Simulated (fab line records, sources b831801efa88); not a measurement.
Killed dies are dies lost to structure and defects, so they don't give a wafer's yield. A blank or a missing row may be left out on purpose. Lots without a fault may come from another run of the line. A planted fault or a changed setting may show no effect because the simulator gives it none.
Split-lot experiment | flow sky130 | 5 lots, 23 wafers read, on a route of 708 steps

THE SPLIT
At SKY_SD_P_DEVELOP_06 (develop time 60 s), the setting dev_temp_c was moved away from the recipe's 23 C on 8 of the 23 wafers read, by -11.0% to +11.7%. The other wafers ran this setting at the recipe's value.

The file shows no step between the split and the reading.

THE READING
cd_nm, in nm, at SKY_SD_P_CD_MEAS_07 (target cd 380 nm). Fault-free wafers of this fab line usually give 379.8 nm, standard deviation 1.7 nm.

wafer  | tool, chamber at the split | dev_temp_c as run, C | against the recipe | cd_nm, nm | against lot-mates on the recipe
L076.2 | litho_track-02, 0          | 23                   | recipe             | 382.3     | -
L076.3 | litho_track-02, 0          | 25.68                | +11.7%             | 374.9     | -7.0
L076.4 | litho_track-02, 0          | 23                   | recipe             | 381.5     | -
L076.5 | litho_track-02, 0          | 25.68                | +11.7%             | 371.8     | -10.1
L076.6 | litho_track-02, 0          | 25.68                | +11.7%             | 372.2     | -9.7
L079.1 | litho_track-02, 0          | 21.04                | -8.5%              | 385.5     | +6.3
L079.2 | litho_track-02, 0          | 21.04                | -8.5%              | 383.5     | +4.3
L079.3 | litho_track-02, 0          | 23                   | recipe             | 380.0     | -
L079.4 | litho_track-02, 0          | 23                   | recipe             | 377.5     | -
L079.5 | litho_track-02, 0          | 23                   | recipe             | 380.0     | -
L081.1 | litho_track-02, 0          | 23                   | recipe             | 382.7     | -
L081.2 | litho_track-02, 0          | 23                   | recipe             | 379.5     | -
L081.6 | litho_track-02, 0          | 23                   | recipe             | 380.1     | -
L080.1 | litho_track-03, 0          | 23                   | recipe             | 379.6     | -
L080.3 | litho_track-03, 0          | 23                   | recipe             | 380.6     | -
L080.4 | litho_track-03, 0          | 23                   | recipe             | 380.8     | -
L080.5 | litho_track-03, 0          | 23                   | recipe             | 381.2     | -
L080.6 | litho_track-03, 0          | 23                   | recipe             | 380.0     | -
L085.1 | litho_track-01, 0          | 23                   | recipe             | 380.5     | -
L085.2 | litho_track-01, 0          | 20.47                | -11.0%             | 387.5     | +7.7
L085.4 | litho_track-01, 0          | 20.47                | -11.0%             | 387.7     | +7.9
L085.5 | litho_track-01, 0          | 23                   | recipe             | 379.1     | -
L085.6 | litho_track-01, 0          | 20.47                | -11.0%             | 387.8     | +8.0

THE FIT
A straight line over all 23 wafers: cd_nm changes by -0.624 nm for each +1% of dev_temp_c; r = -0.95; the points scatter about the line by 1.3 nm.
The same after taking each lot's own level away (the mean of its wafers on the recipe; 23 wafers): -0.726 nm for each +1%; r = -0.98; scatter 1 nm.
On that fit, the largest move of dev_temp_c shifts the reading by 8.5 nm.
The lots' own levels span 379.17 to 381.90 nm, that is 1.6 times the standard deviation above.
So the lot-to-lot level changes the slope: the two fits differ.
Check: with one of the wafers moved furthest among these (+11.7%) left out of the fit, the line predicts -9.05 nm for it against its lot-mates. It came out at -7 nm against them.

OTHER SPLITS ON THESE WAFERS
These wafers also went through other splits before the reading. Each is held against what the fit with the lots' levels taken away leaves over:
other split on the same wafers | wafers away from the commonest value | r with cd_nm (lot level and that fit taken away)
SKY_POLY_CUT_EXPOSE_05 dose_mj | 7                                    | +0.09

THE FILE'S OWN FIT
cd_nm changes by -0.716 nm for each +1% of dev_temp_c, r = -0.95.
